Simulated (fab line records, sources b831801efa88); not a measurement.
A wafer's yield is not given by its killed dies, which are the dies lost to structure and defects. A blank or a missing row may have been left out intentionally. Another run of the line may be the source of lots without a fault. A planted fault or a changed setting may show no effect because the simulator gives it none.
One fault seen from 2 desks	flow gf180mcu	numbers are kept per desk, each desk with only its own; the story behind them comes last

METROLOGY DESK
Lot by lot, what the gauges showed, no matter which tool ran the lot: averages of those sampled wafers that carry a number. If a lot's mean is further than 4 standard deviations from the usual mean, the lot is out of limits and carries the mark OUT (the distance appears in the brackets).
Columns: A = V5_W_THK at GF_V5_THK_MEAS_25, usual 369 nm; B = PASSIVATION_CVD_00_THK at GF_PASSIVATION_THK_MEAS_01, usual 1002 nm
lot	first seen here	A	B
L150	day 27 03:49	370	1007
L152	day 27 14:28	357	1006
L154	day 28 15:04	361	1001
L159	day 29 23:29	371	993
L160	day 30 09:33	373	1005
L161	day 30 16:03	366	1005
L162	day 30 17:14	370	1011
L168	day 32 05:08	364	1003
L169	day 32 16:46	371	999
L170	day 32 19:26	372	990
L171	day 32 22:24	372	1008
L172	day 33 06:35	369	1000
L173	day 33 13:27	368	993
This desk's verdict: no lot among the 13 shows anything out of limits.

FOR THE TOOL OWNER'S DESK: pecvd-04
The tool's own readings at GF_PASSIVATION_CVD_00 (deposits SiO2 from TEOS, target thk 1000 nm, time 111.95 s): means of the sampled wafers that have a number, for each lot that ran on this tool. If a lot's mean is further than 4 standard deviations from the usual mean, the lot is out of limits and carries the mark OUT (the distance appears in the brackets).
Columns: A = heater-power-w at GF_PASSIVATION_CVD_00, usual 704 W
lot	first seen here	A
L152	day 28 11:35	679
L159	day 30 18:43	656
L161	day 31 11:08	712
L162	day 31 12:13	685
L168	day 32 23:11	621
L169	day 33 10:02	718
L170	day 33 12:30	669
L172	day 33 23:36	693
This desk's verdict: no lot among the 8 shows anything out of limits.

TAKEN TOGETHER
The metrology desk saw nothing out of limits.
The tool owner's desk saw nothing out of limits.

WHAT WAS PUT IN BY THE SIMULATOR
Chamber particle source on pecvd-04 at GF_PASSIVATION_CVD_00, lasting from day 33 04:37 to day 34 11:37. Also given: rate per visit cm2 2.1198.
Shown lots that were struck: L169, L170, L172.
